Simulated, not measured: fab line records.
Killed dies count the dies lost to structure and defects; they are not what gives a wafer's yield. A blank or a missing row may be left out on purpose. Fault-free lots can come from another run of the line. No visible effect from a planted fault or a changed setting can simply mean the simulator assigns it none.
The tool behind it: which one? -- flow gf180mcu -- 39 wafers sampled from 13 lots at 1 step of a route of 602

WHAT EACH GAUGE READ, for each wafer
GF_V2_OVL_MEAS_15.
lot,measured,on,V2_OVL (nm)
L408,day 21 06:33,overlay-02,-2 -5 -7
L409,day 21 15:54,overlay-01,3 -3 6
L410,day 21 23:10,overlay-02,-2 -7 -8
L411,day 22 14:32,overlay-02,-9 -4 -8
L412,day 22 21:16,overlay-01,-8 -4 -6
L413,day 23 05:46,overlay-02,-7 -7 -11
L414,day 23 10:31,overlay-01,-2 -4 -10
L415,day 24 01:27,overlay-01,-8 -10 -2
L417,day 24 22:37,overlay-01,-2 -9 -4
L418,day 25 08:37,overlay-01,-4 0 3
L425,day 27 03:30,overlay-02,4 1 4
L427,day 27 20:13,overlay-02,-3 -1 -8
L428,day 28 02:19,overlay-02,-7 -6 -11

EACH LOT AND THE TOOL THAT RAN IT (in order: tool; ch and the chambers of the sampled wafers; start)
Before these readings, the record contains no process step.

WHAT THE TOOLS THEMSELVES READ (means of the sampled wafers that have a number; where no wafer has one, the mark that the record gives instead)
The record holds no such reading with a usual standard deviation.

THE ANSWER, worked out from the rows above alone
Rule: the lots themselves supply what counts as usual. The widest of any qualifying gaps counts: lots, ordered by their means at a reading, are off when they make up no more than a third of the lots, leave a main group of 4 or more, and stand apart from it by 3 or more times the standard deviation of that group's means. If all means in a main group match to the digits the tables above print for the reading, that group is not used. Also off: a lot with no number at a reading for which 4 or more lots have one. Where the step has rows for the other lots, those lots are counted as sound. After the gauges, taken in route order, come the tools' own readings; for these a lot's mean is taken, as printed above. At the first step where some lot is off, the reading lying furthest off is the one used; lots without a number count as furthest.
Nothing can be told from this: no lot is off at any reading shown.

WHAT WAS PUT IN BY THE SIMULATOR
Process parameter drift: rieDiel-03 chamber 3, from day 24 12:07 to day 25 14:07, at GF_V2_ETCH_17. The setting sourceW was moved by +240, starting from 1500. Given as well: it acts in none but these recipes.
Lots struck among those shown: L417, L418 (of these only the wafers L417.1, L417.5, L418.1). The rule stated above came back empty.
